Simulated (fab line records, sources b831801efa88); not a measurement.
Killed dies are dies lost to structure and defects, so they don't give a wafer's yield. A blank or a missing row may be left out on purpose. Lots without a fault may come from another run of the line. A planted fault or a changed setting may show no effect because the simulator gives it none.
Which tool did it? | flow sfq_line | 14 lots, 42 wafers sampled, at 4 steps of a route of 325

WHAT THE GAUGES READ, wafer by wafer
SFQ_M6_OVL_MEAS_940. Usual: M6_OVL -1 nm, standard deviation 4.8.
lot  | measured     | on         | M6_OVL (nm) | flag
L104 | day 77 09:41 | overlay-01 | -5 -5 -9    |
L105 | day 77 12:06 | overlay-01 | -3 -3 1     |
L108 | day 77 18:05 | overlay-01 | -3 -6 0     |
L109 | day 77 21:41 | overlay-01 | -3 -1 -7    |
L110 | day 77 22:54 | overlay-01 | 8 -1 12     |
L112 | day 78 04:54 | overlay-01 | 2 -6 -7     |
L113 | day 78 06:05 | overlay-01 | -1 -1 -5    |
L116 | day 78 15:42 | overlay-01 | -7 0 -4     |
L117 | day 78 21:22 | overlay-01 | 8 8 4       |
L119 | day 79 06:58 | overlay-01 | -9 -9 -9    |
L121 | day 79 23:46 | overlay-01 | -4 -7 -1    |
L123 | day 80 06:58 | overlay-01 | 2 6 5       |
L125 | day 80 16:34 | overlay-02 | -2 -7 2     |
L126 | day 80 21:22 | overlay-01 | 0 0 1       |

SFQ_M7_RS_MEAS_943: measures by four-point-probe. Usual: M7_NB_RS 0.892 ohm/sq, standard deviation 0.012.
lot  | measured     | on            | M7_NB_RS (ohm/sq) | flag
L104 | day 78 06:50 | film_metro-04 | 0.880 0.882 0.880 |
L105 | day 78 09:17 | film_metro-03 | 0.872 0.854 0.868 |
L108 | day 78 14:04 | film_metro-03 | 0.899 0.895 0.898 |
L109 | day 78 16:28 | film_metro-04 | - - -             | OFF
L110 | day 82 00:09 | film_metro-01 | - - -             | OFF
L112 | day 82 10:56 | film_metro-01 | 0.882 0.889 0.882 |
L113 | day 82 13:17 | film_metro-03 | 0.893 0.897 0.894 |
L116 | day 83 01:20 | film_metro-03 | 0.893 0.892 0.891 |
L117 | day 83 06:07 | film_metro-04 | 0.871 0.878 0.890 |
L119 | day 83 19:19 | film_metro-01 | 0.890 0.891 0.878 |
L121 | day 84 10:55 | film_metro-03 | 0.901 0.892 0.909 |
L123 | day 84 18:41 | film_metro-03 | 0.874 0.885 0.886 |
L125 | day 85 01:19 | film_metro-01 | 0.893 0.898 0.898 |
L126 | day 85 06:05 | film_metro-01 | 0.885 0.891 0.890 |

WHICH TOOL RAN EACH LOT (tool, then ch and the chambers of the sampled wafers, then the start)
lot  | SFQ_TRILAYER_I6_METRO_MEASURE_167 | SFQ_TRILAYER_M7_DEP_SPUTTER_175
L104 | film_metro-02, day 77 16:29       | pvd_sputter-03, day 78 06:45
L105 | film_metro-01, day 77 18:40       | pvd_sputter-04, day 78 09:09
L108 | film_metro-01, day 78 00:41       | pvd_sputter-03, day 78 13:57
L109 | film_metro-03, day 78 03:41       | pvd_sputter-04, day 78 16:21
L110 | film_metro-02, day 78 05:05       | pvd_sputter-05, day 82 00:00
L112 | film_metro-01, day 78 12:53       | pvd_sputter-05, day 82 10:48
L113 | film_metro-02, day 78 13:29       | pvd_sputter-03, day 82 13:12
L116 | film_metro-03, day 78 23:19       | pvd_sputter-05, day 83 01:12
L117 | film_metro-03, day 79 01:45       | pvd_sputter-04, day 83 06:00
L119 | film_metro-01, day 79 11:21       | pvd_sputter-04, day 83 19:12
L121 | film_metro-02, day 80 04:56       | pvd_sputter-05, day 84 10:48
L123 | film_metro-03, day 80 11:56       | pvd_sputter-04, day 84 18:36
L125 | film_metro-03, day 80 21:33       | pvd_sputter-05, day 85 01:12
L126 | film_metro-02, day 81 03:17       | pvd_sputter-03, day 85 06:00
- SFQ_TRILAYER_I6_METRO_MEASURE_167
- SFQ_TRILAYER_M7_DEP_SPUTTER_175: material Nb, target thk 200 nm, time 133.3 s.

WHAT THE TOOLS THEMSELVES READ (means of the sampled wafers that have a number; where no wafer has one, the mark that the record gives instead)
SFQ_TRILAYER_I6_METRO_MEASURE_167. Usual: thk_nm 200.1 nm, standard deviation 1.1.
lot  | tool          | thk_nm (nm) | flag
L104 | film_metro-02 | 199.8       |
L105 | film_metro-01 | 200.8       |
L108 | film_metro-01 | 201.6       |
L109 | film_metro-03 | 199.7       |
L110 | film_metro-02 | 199.7       |
L112 | film_metro-01 | 201.4       |
L113 | film_metro-02 | 198.4       |
L116 | film_metro-03 | 199.2       |
L117 | film_metro-03 | 200.6       |
L119 | film_metro-01 | 199.9       |
L121 | film_metro-02 | 200.0       |
L123 | film_metro-03 | 200.7       |
L125 | film_metro-03 | 200.6       |
L126 | film_metro-02 | 199.7       |

SFQ_TRILAYER_M7_DEP_SPUTTER_175. Usual: base_pressure_pa 1.33e-06 Pa, standard deviation 8.5e-08; cathode_dc_power_W 2000.0 W, standard deviation 0.39; throttle_valve_pct 30.0 %, standard deviation 0.88.
lot  | tool           | base_pressure_pa (Pa) | cathode_dc_power_W (W) | throttle_valve_pct (%) | flag
L104 | pvd_sputter-03 | 1.34e-06              | 2000.2                 | 30.4                   |
L105 | pvd_sputter-04 | 1.36e-06              | 1999.9                 | 30.6                   |
L108 | pvd_sputter-03 | 1.32e-06              | 2000.2                 | 30.6                   |
L109 | pvd_sputter-04 | -                     | -                      | -                      | OFF
L110 | pvd_sputter-05 | -                     | -                      | -                      | OFF
L112 | pvd_sputter-05 | 1.38e-06              | 2000.0                 | 29.4                   |
L113 | pvd_sputter-03 | 1.28e-06              | 1999.9                 | 30.2                   |
L116 | pvd_sputter-05 | 1.36e-06              | 2000.3                 | 29.4                   |
L117 | pvd_sputter-04 | 1.30e-06              | 1999.8                 | 29.6                   |
L119 | pvd_sputter-04 | 1.28e-06              | 2000.1                 | 30.5                   |
L121 | pvd_sputter-05 | 1.30e-06              | 1999.7                 | 29.4                   |
L123 | pvd_sputter-04 | 1.37e-06              | 2000.2                 | 29.7                   |
L125 | pvd_sputter-05 | 1.32e-06              | 2000.5                 | 29.3                   |
L126 | pvd_sputter-03 | 1.34e-06              | 2000.0                 | 30.0                   |

THE ANSWER, worked out from the rows above alone
Rule: a lot is off if the mean of its wafers that have a number lies more than 3 standard deviations from the usual mean. A lot without any number at a reading at which 4 lots or more have one is off too. The other lots that the step has rows for count as sound. The gauges are gone through in route order, then the tools' own readings, and for those a lot's mean is taken as printed above. The first step at which some lot is off is used, and at that step the reading that is off furthest; a lot without a number counts as furthest.
Off: L109, L110, at SFQ_M7_RS_MEAS_943 (M7_NB_RS). Without a number there: L109, L110.
A tool fits if, at a process step before that reading, it ran every lot that is off, and no sound lot after the first of them. The gauges at SFQ_M7_RS_MEAS_943 aren't tried: what is off there is off at SFQ_TRILAYER_M7_DEP_SPUTTER_175 too, on other tools, and a gauge's error can't cause that. None of those tried fits.

WHAT THE SIMULATOR HAD PUT IN
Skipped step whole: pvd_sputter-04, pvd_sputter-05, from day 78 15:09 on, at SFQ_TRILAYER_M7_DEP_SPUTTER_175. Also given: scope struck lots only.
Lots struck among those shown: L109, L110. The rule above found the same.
